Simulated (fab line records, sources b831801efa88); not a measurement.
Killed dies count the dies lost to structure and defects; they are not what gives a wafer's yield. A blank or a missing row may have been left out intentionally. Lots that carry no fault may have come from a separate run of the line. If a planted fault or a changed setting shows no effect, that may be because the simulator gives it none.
The tool behind it: which one? / flow sky130 / 12 lots with 36 wafers sampled at 5 steps, on a route of 708 steps

== WHAT THE GAUGES SHOWED, per wafer ==
SKY_VT_ADJUST_LVTN_OVL_MEAS_18. Usual: VT_ADJUST_LVTN_01_OVL typically reads -1.0 nm, with standard deviation 1.4.
lot=L199; measured=day 8 16:12; on=overlay-02; VT_ADJUST_LVTN_01_OVL (nm)=1.7 2.3 1.5; flag=
lot=L200; measured=day 8 22:56; on=overlay-01; VT_ADJUST_LVTN_01_OVL (nm)=-1.9 -1.0 -1.0; flag=
lot=L201; measured=day 9 04:30; on=overlay-01; VT_ADJUST_LVTN_01_OVL (nm)=-0.4 0.0 -0.9; flag=
lot=L203; measured=day 9 18:07; on=overlay-02; VT_ADJUST_LVTN_01_OVL (nm)=-2.5 -1.8 -1.1; flag=
lot=L204; measured=day 10 05:04; on=overlay-02; VT_ADJUST_LVTN_01_OVL (nm)=0.9 1.1 1.2; flag=
lot=L205; measured=day 10 16:03; on=overlay-01; VT_ADJUST_LVTN_01_OVL (nm)=-2.6 -3.0 -1.7; flag=
lot=L206; measured=day 10 18:35; on=overlay-01; VT_ADJUST_LVTN_01_OVL (nm)=1.0 0.5 0.7; flag=
lot=L207; measured=day 11 03:38; on=overlay-01; VT_ADJUST_LVTN_01_OVL (nm)=-1.1 -0.5 -1.8; flag=
lot=L208; measured=day 11 08:08; on=overlay-01; VT_ADJUST_LVTN_01_OVL (nm)=-3.0 -1.8 -3.4; flag=
lot=L213; measured=day 12 18:10; on=overlay-01; VT_ADJUST_LVTN_01_OVL (nm)=-1.1 -1.2 -0.3; flag=
lot=L215; measured=day 13 09:24; on=overlay-01; VT_ADJUST_LVTN_01_OVL (nm)=-3.0 -1.3 -2.9; flag=
lot=L217; measured=day 14 00:52; on=overlay-01; VT_ADJUST_LVTN_01_OVL (nm)=-3.3 -3.3 -3.1; flag=

SKY_GATE_OXIDE_OVL_MEAS_10. Usual: GATE_OXIDE_OVL typically reads 1.1 nm, with standard deviation 1.2.
lot=L199; measured=day 15 01:11; on=overlay-02; GATE_OXIDE_OVL (nm)=2.7 2.0 2.8; flag=
lot=L200; measured=day 15 10:09; on=overlay-02; GATE_OXIDE_OVL (nm)=0.8 0.9 1.0; flag=
lot=L201; measured=day 15 14:49; on=overlay-02; GATE_OXIDE_OVL (nm)=0.8 1.9 1.5; flag=
lot=L203; measured=day 16 14:05; on=overlay-01; GATE_OXIDE_OVL (nm)=1.2 0.2 2.6; flag=
lot=L204; measured=day 16 23:27; on=overlay-02; GATE_OXIDE_OVL (nm)=3.2 0.8 2.0; flag=
lot=L205; measured=day 17 09:37; on=overlay-01; GATE_OXIDE_OVL (nm)=0.7 1.4 0.5; flag=
lot=L206; measured=day 17 09:43; on=overlay-02; GATE_OXIDE_OVL (nm)=1.7 3.4 2.6; flag=
lot=L207; measured=day 18 01:34; on=overlay-02; GATE_OXIDE_OVL (nm)=0.2 1.4 1.6; flag=
lot=L208; measured=day 19 16:44; on=overlay-02; GATE_OXIDE_OVL (nm)=0.6 1.3 1.7; flag=
lot=L213; measured=day 20 00:55; on=overlay-01; GATE_OXIDE_OVL (nm)=-0.6 0.1 0.6; flag=
lot=L215; measured=day 20 15:49; on=overlay-02; GATE_OXIDE_OVL (nm)=2.0 2.3 2.9; flag=
lot=L217; measured=day 21 10:22; on=overlay-02; GATE_OXIDE_OVL (nm)=-1.7 -2.0 -1.1; flag=

SKY_POLY_CUT_CD_MEAS_08: target cd 270 nm. Usual: 269.9 nm for cd nm, sd 1.4.
lot=L199; measured=day 26 05:26; on=cd sem-01; cd nm (nm)=270.4 270.0 268.7; flag=
lot=L200; measured=day 26 04:55; on=cd sem-02; cd nm (nm)=269.6 269.0 269.3; flag=
lot=L201; measured=day 26 05:16; on=cd sem-02; cd nm (nm)=269.8 272.4 270.6; flag=
lot=L203; measured=day 27 00:32; on=cd sem-02; cd nm (nm)=268.6 268.3 268.9; flag=
lot=L204; measured=day 27 10:04; on=cd sem-01; cd nm (nm)=270.8 270.0 270.9; flag=
lot=L205; measured=day 27 23:59; on=cd sem-02; cd nm (nm)=268.4 270.2 269.6; flag=
lot=L206; measured=day 27 23:06; on=cd sem-01; cd nm (nm)=268.4 269.1 270.8; flag=
lot=L207; measured=day 28 11:32; on=cd sem-01; cd nm (nm)=268.7 268.6 268.9; flag=
lot=L208; measured=day 29 23:06; on=cd sem-01; cd nm (nm)=270.0 270.8 271.0; flag=
lot=L213; measured=day 30 04:05; on=cd sem-01; cd nm (nm)=269.7 271.0 270.1; flag=
lot=L215; measured=day 30 20:25; on=cd sem-01; cd nm (nm)=269.7 270.6 269.4; flag=
lot=L217; measured=day 31 12:55; on=cd sem-02; cd nm (nm)=270.2 273.1 272.6; flag=

== WHICH TOOL RAN EACH LOT (tool, then ch and the chambers of the sampled wafers, then the start) ==
lot=L199; SKY_POLY_GATE_ETCH_17=rie si-02 ch 0,1,2, day 18 08:57; SKY_POLY_GATE_STRIP_18=plasma asher-01 ch 0,1, day 18 09:01
lot=L200; SKY_POLY_GATE_ETCH_17=rie si-01 ch 0,1,2, day 18 09:18; SKY_POLY_GATE_STRIP_18=plasma asher-02 ch 0,1, day 18 09:22
lot=L201; SKY_POLY_GATE_ETCH_17=rie si-02 ch 1,3, day 18 09:43; SKY_POLY_GATE_STRIP_18=plasma asher-01 ch 0,1, day 18 09:47
lot=L203; SKY_POLY_GATE_ETCH_17=rie si-02 ch 0,1,3, day 19 07:36; SKY_POLY_GATE_STRIP_18=plasma asher-04 ch 0,1, day 19 07:40
lot=L204; SKY_POLY_GATE_ETCH_17=rie si-01 ch 0,1,3, day 19 15:50; SKY_POLY_GATE_STRIP_18=plasma asher-02 ch 0,1, day 19 15:53
lot=L205; SKY_POLY_GATE_ETCH_17=rie si-02 ch 1,2,3, day 20 07:23; SKY_POLY_GATE_STRIP_18=plasma asher-04 ch 0, day 20 07:26
lot=L206; SKY_POLY_GATE_ETCH_17=rie si-01 ch 0,1, day 20 06:42; SKY_POLY_GATE_STRIP_18=plasma asher-01 ch 0,1, day 20 06:47
lot=L207; SKY_POLY_GATE_ETCH_17=rie si-02 ch 0,1,2, day 20 21:02; SKY_POLY_GATE_STRIP_18=plasma asher-04 ch 0,1, day 20 21:05
lot=L208; SKY_POLY_GATE_ETCH_17=rie si-01 ch 0,1,3, day 22 11:35; SKY_POLY_GATE_STRIP_18=plasma asher-04 ch 0,1, day 22 11:38
lot=L213; SKY_POLY_GATE_ETCH_17=rie si-01 ch 0,3, day 22 19:31; SKY_POLY_GATE_STRIP_18=plasma asher-04 ch 0,1, day 22 19:37
lot=L215; SKY_POLY_GATE_ETCH_17=rie si-02 ch 0,3, day 23 11:20; SKY_POLY_GATE_STRIP_18=plasma asher-04 ch 0, day 23 11:23
lot=L217; SKY_POLY_GATE_ETCH_17=rie si-02 ch 0,1, day 24 05:23; SKY_POLY_GATE_STRIP_18=plasma asher-01 ch 0,1, day 24 05:28
- SKY_POLY_GATE_ETCH_17: etches poly-Si in HBr/Cl2, stops on SiO2, target depth 180 nm, time 70.5 s.
- SKY_POLY_GATE_STRIP_18: strips in O2/N2.

== WHAT THE TOOLS THEMSELVES READ (means of the sampled wafers that have a number; where no wafer has one, the mark that the record gives instead) ==
SKY_POLY_GATE_ETCH_17. Usual: drypump motor current A 5.6 A, standard deviation 0.52; oes product au 0.988 a.u., standard deviation 0.0071; run length s 98.9 s, standard deviation 0.46; throttle valve pct 33.683 %, standard deviation 0.0078.
lot=L199; tool=rie si-02; drypump motor current A (A)=5.8; oes product au (a.u.)=0.994; run length s (s)=98.8; throttle valve pct (%)=33.680; flag=
lot=L200; tool=rie si-01; drypump motor current A (A)=5.3; oes product au (a.u.)=0.981; run length s (s)=99.1; throttle valve pct (%)=33.683; flag=
lot=L201; tool=rie si-02; drypump motor current A (A)=6.1; oes product au (a.u.)=0.986; run length s (s)=99.0; throttle valve pct (%)=33.681; flag=
lot=L203; tool=rie si-02; drypump motor current A (A)=6.0; oes product au (a.u.)=0.990; run length s (s)=98.7; throttle valve pct (%)=33.687; flag=
lot=L204; tool=rie si-01; drypump motor current A (A)=5.6; oes product au (a.u.)=0.992; run length s (s)=99.0; throttle valve pct (%)=33.680; flag=
lot=L205; tool=rie si-02; drypump motor current A (A)=5.6; oes product au (a.u.)=0.995; run length s (s)=98.6; throttle valve pct (%)=33.686; flag=
lot=L206; tool=rie si-01; drypump motor current A (A)=5.7; oes product au (a.u.)=0.986; run length s (s)=99.2; throttle valve pct (%)=33.684; flag=
lot=L207; tool=rie si-02; drypump motor current A (A)=5.8; oes product au (a.u.)=0.986; run length s (s)=98.6; throttle valve pct (%)=33.679; flag=
lot=L208; tool=rie si-01; drypump motor current A (A)=5.6; oes product au (a.u.)=0.988; run length s (s)=99.0; throttle valve pct (%)=33.683; flag=
lot=L213; tool=rie si-01; drypump motor current A (A)=5.5; oes product au (a.u.)=0.927; run length s (s)=107.2; throttle valve pct (%)=33.683; flag=OFF
lot=L215; tool=rie si-02; drypump motor current A (A)=5.7; oes product au (a.u.)=0.986; run length s (s)=98.4; throttle valve pct (%)=33.685; flag=
lot=L217; tool=rie si-02; drypump motor current A (A)=6.3; oes product au (a.u.)=0.981; run length s (s)=99.3; throttle valve pct (%)=33.686; flag=

SKY_POLY_GATE_STRIP_18. Usual: drypump motor current A 5.6 A, standard deviation 0.34; n2 flow sccm 299.9 sccm, standard deviation 0.92; oes product au 0.361 a.u., standard deviation 0.0045; strip time to endpoint s 3.161 s, standard deviation 0.028.
lot=L199; tool=plasma asher-01; drypump motor current A (A)=5.1; n2 flow sccm (sccm)=300.7; oes product au (a.u.)=0.361; strip time to endpoint s (s)=3.150; flag=
lot=L200; tool=plasma asher-02; drypump motor current A (A)=5.8; n2 flow sccm (sccm)=299.8; oes product au (a.u.)=0.362; strip time to endpoint s (s)=3.185; flag=
lot=L201; tool=plasma asher-01; drypump motor current A (A)=5.1; n2 flow sccm (sccm)=299.6; oes product au (a.u.)=0.362; strip time to endpoint s (s)=3.180; flag=
lot=L203; tool=plasma asher-04; drypump motor current A (A)=5.7; n2 flow sccm (sccm)=299.7; oes product au (a.u.)=0.362; strip time to endpoint s (s)=3.185; flag=
lot=L204; tool=plasma asher-02; drypump motor current A (A)=5.8; n2 flow sccm (sccm)=301.0; oes product au (a.u.)=0.362; strip time to endpoint s (s)=3.145; flag=
lot=L205; tool=plasma asher-04; drypump motor current A (A)=5.7; n2 flow sccm (sccm)=299.9; oes product au (a.u.)=0.363; strip time to endpoint s (s)=3.155; flag=
lot=L206; tool=plasma asher-01; drypump motor current A (A)=5.1; n2 flow sccm (sccm)=300.4; oes product au (a.u.)=0.363; strip time to endpoint s (s)=3.127; flag=
lot=L207; tool=plasma asher-04; drypump motor current A (A)=5.6; n2 flow sccm (sccm)=301.5; oes product au (a.u.)=0.358; strip time to endpoint s (s)=3.141; flag=
lot=L208; tool=plasma asher-04; drypump motor current A (A)=5.6; n2 flow sccm (sccm)=299.5; oes product au (a.u.)=0.363; strip time to endpoint s (s)=3.143; flag=
lot=L213; tool=plasma asher-04; drypump motor current A (A)=5.6; n2 flow sccm (sccm)=299.8; oes product au (a.u.)=0.360; strip time to endpoint s (s)=3.056; flag=OFF
lot=L215; tool=plasma asher-04; drypump motor current A (A)=5.7; n2 flow sccm (sccm)=300.8; oes product au (a.u.)=0.361; strip time to endpoint s (s)=3.161; flag=
lot=L217; tool=plasma asher-01; drypump motor current A (A)=5.1; n2 flow sccm (sccm)=299.5; oes product au (a.u.)=0.362; strip time to endpoint s (s)=3.181; flag=

== THE ANSWER, worked out from the rows above alone ==
Rule: take the mean of a lot's wafers that have a number; if it is more than 3 standard deviations from the usual mean, the lot is off. Also off: a lot with no number at a reading for which 4 or more lots have one. The other lots that the step has rows for count as sound. Order of review: gauges by route order, followed by the tools' own readings, for which a lot's mean as printed above is used. At the first step where some lot is off, the reading lying furthest off is the one used; lots without a number count as furthest.
Off at SKY_POLY_GATE_ETCH_17 (run length s): L213.
A tool fits if, at that step or a process step before it, it ran every lot that is off, and no sound lot after the first of them. One fits: SKY_POLY_GATE_ETCH_17 on rie si-01. Its last sound lot is L208 (day 22 11:35), its first lot that is off L213 (day 22 19:31): a fault that began between those two fits.
The tool's own readings at SKY_POLY_GATE_ETCH_17 bear it out: on the lots that are off they differ by more than 5 times the standard deviation of the sound lots' means. oes product au reads 0.927 a.u. there against 0.988 a.u. on the sound lots; run length s reads 107.2 s there against 98.9 s on the sound lots.

== WHAT WAS PUT IN BY THE SIMULATOR ==
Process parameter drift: rie si-01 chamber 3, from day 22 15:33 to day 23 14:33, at SKY_POLY_GATE_ETCH_17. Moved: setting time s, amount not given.
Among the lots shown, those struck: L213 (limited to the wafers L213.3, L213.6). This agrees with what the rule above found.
